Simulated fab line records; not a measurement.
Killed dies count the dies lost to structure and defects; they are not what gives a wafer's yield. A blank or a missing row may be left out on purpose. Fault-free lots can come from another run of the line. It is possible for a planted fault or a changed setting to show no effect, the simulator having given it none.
Chamber matching	flow sky130	4 sister chambers for SKY_VIA3_ETCH_14 on rie diel-04
The step etches BARC in N2/H2, stops on SiO2, time 45.9 s, target depth 60 nm. 8 wafers are shown with their chamber, then 10 later ones without.

== WAFERS PAIRED WITH THEIR CHAMBERS ==
wafer	chamber	drypump motor current A (A)	throttle valve pct (%)
L086.5	0	4.8	13.230
L086.6	1	5.4	13.232
L085.4	1	5.4	13.213
L085.5	3	5.9	13.234
L092.3	0	4.9	13.224
L092.5	3	5.9	13.223
L090.1	2	5.0	13.226
L090.5	2	5.0	13.229

== WAFERS WHOSE CHAMBER IS MISSING ==
wafer	drypump motor current A (A)	throttle valve pct (%)
L090.6	5.9	13.228
L094.1	5.9	13.228
L094.4	4.8	13.229
L094.5	4.8	13.218
L096.1	5.4	13.234
L096.2	4.8	13.242
L096.3	5.9	13.212
L096.4	5.0	13.225
L096.5	4.8	13.214
L096.6	5.9	13.231

== WHICH CHAMBER EACH WENT THROUGH ==
wafer	from the rows above	in truth
L090.6	3	3
L094.1	3	3
L094.4	0	0
L094.5	0	0
L096.1	1	1
L096.2	0	0
L096.3	3	3
L096.4	2	2
L096.5	0	0
L096.6	3	3
Placed correctly: 10 of 10. Not placeable from these rows: 0. Wrongly placed: 0.
How it was worked out, from the rows above alone: a wafer's distance from a chamber is the root of the sum, over the readings, of the square of ((its reading less the chamber's mean) divided by the reading's scatter). If the next closest chamber is less than 2 further off than the closest, the wafer can't be placed; otherwise it belongs to the closest. A chamber's mean is the mean of its shown wafers. How the scatter is found: for the shown wafers, subtract from each reading the mean of its chamber, square and add these, divide the total by (wafers less chambers), then take the root.
